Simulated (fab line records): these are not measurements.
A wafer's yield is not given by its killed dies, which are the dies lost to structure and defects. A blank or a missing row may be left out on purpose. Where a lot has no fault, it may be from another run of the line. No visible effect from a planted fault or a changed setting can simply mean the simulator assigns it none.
Which tool did it? || flow sky130 || 24 lots with 72 wafers sampled at 2 steps, on a route of 708 steps

## WHAT THE GAUGES SHOWED, per wafer
SKY_VIA1_THK_MEAS_23: measures by xrf.
{"lot": "L074", "measured": "day 33 22:30", "on": "filmMetro-03", "VIA1_W_THK (nm)": "281 277 279"}
{"lot": "L075", "measured": "day 34 00:43", "on": "filmMetro-03", "VIA1_W_THK (nm)": "275 282 284"}
{"lot": "L076", "measured": "day 34 11:26", "on": "filmMetro-03", "VIA1_W_THK (nm)": "271 277 270"}
{"lot": "L077", "measured": "day 34 21:01", "on": "filmMetro-02", "VIA1_W_THK (nm)": "278 276 281"}
{"lot": "L078", "measured": "day 34 22:08", "on": "filmMetro-01", "VIA1_W_THK (nm)": "276 273 274"}
{"lot": "L079", "measured": "day 35 22:30", "on": "filmMetro-01", "VIA1_W_THK (nm)": "280 273 278"}
{"lot": "L080", "measured": "day 36 05:41", "on": "filmMetro-02", "VIA1_W_THK (nm)": "273 279 280"}
{"lot": "L081", "measured": "day 37 17:33", "on": "filmMetro-02", "VIA1_W_THK (nm)": "274 280 285"}
{"lot": "L082", "measured": "day 36 18:28", "on": "filmMetro-03", "VIA1_W_THK (nm)": "273 272 273"}
{"lot": "L083", "measured": "day 36 23:27", "on": "filmMetro-01", "VIA1_W_THK (nm)": "271 277 270"}
{"lot": "L084", "measured": "day 37 16:30", "on": "filmMetro-01", "VIA1_W_THK (nm)": "277 275 270"}
{"lot": "L085", "measured": "day 37 17:46", "on": "filmMetro-01", "VIA1_W_THK (nm)": "274 282 272"}
{"lot": "L086", "measured": "day 38 04:09", "on": "filmMetro-01", "VIA1_W_THK (nm)": "279 275 274"}
{"lot": "L087", "measured": "day 38 04:41", "on": "filmMetro-01", "VIA1_W_THK (nm)": "274 277 275"}
{"lot": "L088", "measured": "day 38 13:52", "on": "filmMetro-01", "VIA1_W_THK (nm)": "277 278 279"}
{"lot": "L089", "measured": "day 38 23:23", "on": "filmMetro-03", "VIA1_W_THK (nm)": "280 276 276"}
{"lot": "L090", "measured": "day 39 04:23", "on": "filmMetro-02", "VIA1_W_THK (nm)": "272 270 272"}
{"lot": "L091", "measured": "day 39 09:14", "on": "filmMetro-01", "VIA1_W_THK (nm)": "282 281 272"}
{"lot": "L092", "measured": "day 39 17:10", "on": "filmMetro-01", "VIA1_W_THK (nm)": "278 271 283"}
{"lot": "L093", "measured": "day 40 07:35", "on": "filmMetro-01", "VIA1_W_THK (nm)": "276 276 275"}
{"lot": "L094", "measured": "day 40 09:23", "on": "filmMetro-03", "VIA1_W_THK (nm)": "274 270 273"}
{"lot": "L095", "measured": "day 40 10:27", "on": "filmMetro-02", "VIA1_W_THK (nm)": "272 271 272"}
{"lot": "L096", "measured": "day 40 16:21", "on": "filmMetro-02", "VIA1_W_THK (nm)": "283 273 274"}
{"lot": "L097", "measured": "day 41 04:28", "on": "filmMetro-02", "VIA1_W_THK (nm)": "279 281 272"}

## TOOL THAT RAN EACH LOT (tool first, then ch and the chambers of the sampled wafers, then the start)
{"lot": "L074", "SKY_CONTACT_STRIP_19": "plasmaAsher-03 ch 0, day 31 12:10"}
{"lot": "L075", "SKY_CONTACT_STRIP_19": "plasmaAsher-03 ch 0,1, day 31 14:05"}
{"lot": "L076", "SKY_CONTACT_STRIP_19": "plasmaAsher-04 ch 0,1, day 32 02:41"}
{"lot": "L077", "SKY_CONTACT_STRIP_19": "plasmaAsher-03 ch 0,1, day 32 12:24"}
{"lot": "L078", "SKY_CONTACT_STRIP_19": "plasmaAsher-03 ch 0, day 32 13:22"}
{"lot": "L079", "SKY_CONTACT_STRIP_19": "plasmaAsher-03 ch 0,1, day 33 15:04"}
{"lot": "L080", "SKY_CONTACT_STRIP_19": "plasmaAsher-02 ch 0,1, day 33 21:01"}
{"lot": "L081", "SKY_CONTACT_STRIP_19": "plasmaAsher-04 ch 0,1, day 34 04:43"}
{"lot": "L082", "SKY_CONTACT_STRIP_19": "plasmaAsher-03 ch 0,1, day 34 09:58"}
{"lot": "L083", "SKY_CONTACT_STRIP_19": "plasmaAsher-03 ch 0, day 34 15:18"}
{"lot": "L084", "SKY_CONTACT_STRIP_19": "plasmaAsher-03 ch 0,1, day 35 08:12"}
{"lot": "L085", "SKY_CONTACT_STRIP_19": "plasmaAsher-02 ch 0,1, day 35 09:32"}
{"lot": "L086", "SKY_CONTACT_STRIP_19": "plasmaAsher-02 ch 0,1, day 35 20:05"}
{"lot": "L087", "SKY_CONTACT_STRIP_19": "plasmaAsher-04 ch 0,1, day 35 20:23"}
{"lot": "L088", "SKY_CONTACT_STRIP_19": "plasmaAsher-03 ch 0,1, day 36 06:29"}
{"lot": "L089", "SKY_CONTACT_STRIP_19": "plasmaAsher-02 ch 0, day 36 14:33"}
{"lot": "L090", "SKY_CONTACT_STRIP_19": "plasmaAsher-03 ch 0,1, day 36 20:46"}
{"lot": "L091", "SKY_CONTACT_STRIP_19": "plasmaAsher-03 ch 0,1, day 37 02:36"}
{"lot": "L092", "SKY_CONTACT_STRIP_19": "plasmaAsher-03 ch 0,1, day 37 11:08"}
{"lot": "L093", "SKY_CONTACT_STRIP_19": "plasmaAsher-02 ch 0,1, day 37 23:36"}
{"lot": "L094", "SKY_CONTACT_STRIP_19": "plasmaAsher-04 ch 0,1, day 38 03:38"}
{"lot": "L095", "SKY_CONTACT_STRIP_19": "plasmaAsher-04 ch 0,1, day 38 04:53"}
{"lot": "L096", "SKY_CONTACT_STRIP_19": "plasmaAsher-04 ch 0,1, day 38 10:24"}
{"lot": "L097", "SKY_CONTACT_STRIP_19": "plasmaAsher-04 ch 1, day 38 23:12"}
- SKY_CONTACT_STRIP_19: strips in O2/N2.

## WHAT THE TOOLS THEMSELVES READ (means of the sampled wafers that have a number; where no wafer has one, the mark that the record gives instead)
SKY_CONTACT_STRIP_19.
{"lot": "L074", "tool": "plasmaAsher-03", "drypumpMotorCurrentA (A)": 5.9, "oesProductAu (a.u.)": 0.379, "stripTimeToEndpointS (s)": 3.645}
{"lot": "L075", "tool": "plasmaAsher-03", "drypumpMotorCurrentA (A)": 6.3, "oesProductAu (a.u.)": 0.377, "stripTimeToEndpointS (s)": 3.637}
{"lot": "L076", "tool": "plasmaAsher-04", "drypumpMotorCurrentA (A)": 5.7, "oesProductAu (a.u.)": 0.382, "stripTimeToEndpointS (s)": 3.624}
{"lot": "L077", "tool": "plasmaAsher-03", "drypumpMotorCurrentA (A)": 6.1, "oesProductAu (a.u.)": 0.382, "stripTimeToEndpointS (s)": 3.634}
{"lot": "L078", "tool": "plasmaAsher-03", "drypumpMotorCurrentA (A)": 6.0, "oesProductAu (a.u.)": 0.381, "stripTimeToEndpointS (s)": 3.626}
{"lot": "L079", "tool": "plasmaAsher-03", "drypumpMotorCurrentA (A)": 6.3, "oesProductAu (a.u.)": 0.386, "stripTimeToEndpointS (s)": 3.654}
{"lot": "L080", "tool": "plasmaAsher-02", "drypumpMotorCurrentA (A)": 6.5, "oesProductAu (a.u.)": 0.380, "stripTimeToEndpointS (s)": 3.648}
{"lot": "L081", "tool": "plasmaAsher-04", "drypumpMotorCurrentA (A)": 5.9, "oesProductAu (a.u.)": 0.384, "stripTimeToEndpointS (s)": 3.620}
{"lot": "L082", "tool": "plasmaAsher-03", "drypumpMotorCurrentA (A)": 6.1, "oesProductAu (a.u.)": 0.383, "stripTimeToEndpointS (s)": 3.645}
{"lot": "L083", "tool": "plasmaAsher-03", "drypumpMotorCurrentA (A)": 5.9, "oesProductAu (a.u.)": 0.379, "stripTimeToEndpointS (s)": 3.606}
{"lot": "L084", "tool": "plasmaAsher-03", "drypumpMotorCurrentA (A)": 6.1, "oesProductAu (a.u.)": 0.381, "stripTimeToEndpointS (s)": 3.637}
{"lot": "L085", "tool": "plasmaAsher-02", "drypumpMotorCurrentA (A)": 6.6, "oesProductAu (a.u.)": 0.380, "stripTimeToEndpointS (s)": 3.629}
{"lot": "L086", "tool": "plasmaAsher-02", "drypumpMotorCurrentA (A)": 6.5, "oesProductAu (a.u.)": 0.383, "stripTimeToEndpointS (s)": 3.651}
{"lot": "L087", "tool": "plasmaAsher-04", "drypumpMotorCurrentA (A)": 5.8, "oesProductAu (a.u.)": 0.376, "stripTimeToEndpointS (s)": 3.629}
{"lot": "L088", "tool": "plasmaAsher-03", "drypumpMotorCurrentA (A)": 6.1, "oesProductAu (a.u.)": 0.375, "stripTimeToEndpointS (s)": 3.614}
{"lot": "L089", "tool": "plasmaAsher-02", "drypumpMotorCurrentA (A)": 6.6, "oesProductAu (a.u.)": 0.382, "stripTimeToEndpointS (s)": 3.634}
{"lot": "L090", "tool": "plasmaAsher-03", "drypumpMotorCurrentA (A)": 6.1, "oesProductAu (a.u.)": 0.380, "stripTimeToEndpointS (s)": 3.617}
{"lot": "L091", "tool": "plasmaAsher-03", "drypumpMotorCurrentA (A)": 6.2, "oesProductAu (a.u.)": 0.379, "stripTimeToEndpointS (s)": 3.646}
{"lot": "L092", "tool": "plasmaAsher-03", "drypumpMotorCurrentA (A)": 6.2, "oesProductAu (a.u.)": 0.382, "stripTimeToEndpointS (s)": 3.633}
{"lot": "L093", "tool": "plasmaAsher-02", "drypumpMotorCurrentA (A)": 6.5, "oesProductAu (a.u.)": 0.378, "stripTimeToEndpointS (s)": 3.591}
{"lot": "L094", "tool": "plasmaAsher-04", "drypumpMotorCurrentA (A)": 5.8, "oesProductAu (a.u.)": 0.384, "stripTimeToEndpointS (s)": 3.625}
{"lot": "L095", "tool": "plasmaAsher-04", "drypumpMotorCurrentA (A)": 5.9, "oesProductAu (a.u.)": 0.380, "stripTimeToEndpointS (s)": 3.595}
{"lot": "L096", "tool": "plasmaAsher-04", "drypumpMotorCurrentA (A)": 5.7, "oesProductAu (a.u.)": 0.374, "stripTimeToEndpointS (s)": 3.596}
{"lot": "L097", "tool": "plasmaAsher-04", "drypumpMotorCurrentA (A)": 6.0, "oesProductAu (a.u.)": 0.378, "stripTimeToEndpointS (s)": 3.600}

## THE ANSWER, worked out from the rows above alone
Rule: what is usual is taken from the lots themselves. Put in order of their means at a reading, lots are off if they are a third of the lots or fewer, leave a main group of 4 or more, and stand apart from it by a gap of 3 or more times the standard deviation of the main group's means; of several such gaps the widest counts. Not used: any main group whose means are identical at the precision the tables above print for the reading. A lot without any number at a reading at which 4 lots or more have one is off too. The other lots that the step has rows for count as sound. After the gauges, taken in route order, come the tools' own readings; for these a lot's mean is taken, as printed above. The first step at which some lot is off is used, and at that step the reading that is off furthest; a lot without a number counts as furthest.
Nothing can be told from this: no lot is off at any reading shown.

## WHAT THE SIMULATOR PUT IN
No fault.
